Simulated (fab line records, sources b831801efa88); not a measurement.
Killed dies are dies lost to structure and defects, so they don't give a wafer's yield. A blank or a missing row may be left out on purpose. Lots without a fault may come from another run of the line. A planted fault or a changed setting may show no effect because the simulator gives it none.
One fault seen from 2 desks | flow sky130 | each desk has only its own numbers; what lay behind them comes last

THE TOOL OWNER'S DESK: implanter-01
The tool's own readings at SKY_LDD_LDN_IMPLANT_09: means of the sampled wafers that have a number, for each lot that ran on this tool. A lot is out of limits, marked OUT, if its mean lies more than 4 standard deviations from the usual mean; the brackets give that distance.
Columns: A = beam_energy_keV at SKY_LDD_LDN_IMPLANT_09, usual 15.000; B = dose_ions_cm2 at SKY_LDD_LDN_IMPLANT_09, usual 1.2499e+13; C = faraday_current_uA at SKY_LDD_LDN_IMPLANT_09, usual 70.4
lot  | first seen here | A      | B                    | C
L486 | day 23 18:55    | 15.005 | 1.2503e+13           | 70.6
L489 | day 25 05:45    | 14.996 | 1.2517e+13           | 71.0
L495 | day 27 01:25    | 15.004 | 1.1817e+13 (-52) OUT | 66.4
L497 | day 27 10:18    | 15.000 | 1.1811e+13 (-53) OUT | 64.8 (-4.3) OUT
L504 | day 30 07:08    | 15.003 | 1.2512e+13           | 69.8
This desk's finding: out of limits on L495, L497; first on L495, day 27 01:25 (dose_ions_cm2 at SKY_LDD_LDN_IMPLANT_09). In limits: L486, L489, L504.

THE METROLOGY DESK
What the gauges read, lot by lot, whatever tool the lot ran on: means of the sampled wafers that have a number. A lot is out of limits, marked OUT, if its mean lies more than 4 standard deviations from the usual mean; the brackets give that distance.
Columns: A = POLY_GATE_CVD_03_THK at SKY_POLY_GATE_THK_MEAS_04, usual 75.1 nm; B = LDD_N_OVL at SKY_LDD_N_OVL_MEAS_07, usual 0.4 nm
lot  | first seen here | A    | B
L484 | day 15 09:40    | 74.1 | 0.6
L485 | day 15 19:58    | 73.7 | -0.9
L486 | day 16 02:35    | 75.0 | 1.6
L487 | day 16 17:28    | 73.9 | -0.2
L489 | day 17 08:13    | 74.7 | 0.1
L490 | day 17 18:38    | 75.9 | 1.3
L494 | day 19 05:18    | 76.2 | 1.1
L495 | day 19 10:21    | 76.0 | 0.1
L497 | day 19 19:01    | 74.9 | -1.3
L502 | day 21 21:46    | 75.3 | 0.8
L505 | day 22 15:38    | 75.5 | 2.9
L504 | day 22 19:14    | 75.5 | 0.4
L507 | day 23 14:40    | 74.7 | -1.1
This desk's finding: nothing out of limits on any of the 13 lots.

PUT TOGETHER
The tool owner's desk could have raised an alarm at day 27 01:25, on L495, L497.
The metrology desk saw nothing out of limits.
The metrology desk has L495, L497 on record, within its limits.
Of the lots named, all ran SKY_LDD_LDN_IMPLANT_09 on implanter-01.

WHAT THE SIMULATOR HAD PUT IN
Process parameter drift: implanter-01, from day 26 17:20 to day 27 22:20, at SKY_LDD_LDN_IMPLANT_09. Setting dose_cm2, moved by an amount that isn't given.
Lots struck among those shown: L495, L497.
Hours from the fault's start to each desk's first reading out of limits: the tool owner's desk, 8.
